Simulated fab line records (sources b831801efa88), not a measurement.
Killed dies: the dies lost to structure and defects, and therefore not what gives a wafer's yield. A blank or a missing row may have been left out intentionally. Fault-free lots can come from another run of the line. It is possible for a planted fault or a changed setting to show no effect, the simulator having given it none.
Which tool is to blame? -- flow gf180mcu -- 18 wafers sampled from 6 lots at 1 step of a route of 602

## WHAT THE GAUGES READ, wafer by wafer
GF_V5_OVL_MEAS_15.
lot,measured,on,V5_OVL (nm)
L336,day 28 22:04,overlay-02,-4 2 3
L338,day 29 20:04,overlay-01,10 7 0
L341,day 30 09:12,overlay-01,-5 0 0
L344,day 31 05:21,overlay-01,-3 -2 2
L351,day 32 23:50,overlay-02,-3 -5 5
L352,day 33 12:21,overlay-01,-9 -11 -5

## WHICH TOOL RAN EACH LOT (tool, then ch and the chambers of the sampled wafers, then the start)
Record: no process step prior to these readings.

## THE ANSWER, worked out from the rows above alone
Rule: the usual values come from the lots themselves. Put in order of their means at a reading, lots are off if they are a third of the lots or fewer, leave a main group of 4 or more, and stand apart from it by a gap of 3 or more times the standard deviation of the main group's means; of several such gaps the widest counts. A main group is skipped when, at the precision printed for the reading in the tables above, its means are all equal. Also off: a lot with no number at a reading for which 4 or more lots have one. The other lots that the step has rows for count as sound.
No lot is off at any reading shown: from this, nothing can be told.

## WHAT THE SIMULATOR PUT IN
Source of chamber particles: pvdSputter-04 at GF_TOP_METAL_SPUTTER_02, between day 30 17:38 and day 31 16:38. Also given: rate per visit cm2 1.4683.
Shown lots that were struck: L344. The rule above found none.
